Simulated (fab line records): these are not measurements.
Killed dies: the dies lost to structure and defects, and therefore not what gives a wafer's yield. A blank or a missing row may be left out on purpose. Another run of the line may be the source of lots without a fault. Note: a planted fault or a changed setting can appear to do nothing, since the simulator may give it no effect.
Matching of chambers + flow gf180mcu + GF_V1_CMP_04 on cmp-01 has 4 sister chambers
The step polishes SiO2. 4 wafers are shown with their chamber, then 8 later ones without.

## WAFERS PAIRED WITH THEIR CHAMBERS
| wafer  | chamber | motor_current_A (A) |
|--------|---------|---------------------|
| L666.2 | 2       | 12.4                |
| L666.5 | 3       | 11.6                |
| L666.6 | 0       | 9.6                 |
| L671.1 | 1       | 10.5                |

## WAFERS WITHOUT THEIR CHAMBER
| wafer  | motor_current_A (A) |
|--------|---------------------|
| L671.3 | 10.3                |
| L671.5 | 12.8                |
| L672.1 | 10.2                |
| L672.5 | 11.6                |
| L672.6 | 12.4                |
| L679.1 | 11.3                |
| L679.2 | 9.8                 |
| L679.4 | 12.4                |

## EACH ONE'S CHAMBER
| wafer  | from the rows above     | in truth                   |
|--------|-------------------------|----------------------------|
| L671.3 | 1                       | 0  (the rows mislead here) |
| L671.5 | 2                       | 2                          |
| L672.1 | can't be placed: 1 or 0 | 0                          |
| L672.5 | 3                       | 3                          |
| L672.6 | 2                       | 2                          |
| L679.1 | 3                       | 3                          |
| L679.2 | 0                       | 0                          |
| L679.4 | 2                       | 2                          |
Correct placement for 6 of the 8. Cannot be placed on the basis of these rows: 1; the candidates contain the true chamber in 1. 1 placed wrongly.
How it was worked out, from the rows above alone: a wafer's distance from a chamber is the root of the sum, over the readings, of the square of ((its reading less the chamber's mean) divided by the reading's scatter). If the next closest chamber is less than 2 further off than the closest, the wafer can't be placed; otherwise it belongs to the closest. For every chamber, the mean is computed from those of its wafers that are shown. The scatter: with one shown wafer a chamber, the root of the mean of the squares of how far each hidden wafer lies from its nearest shown one.
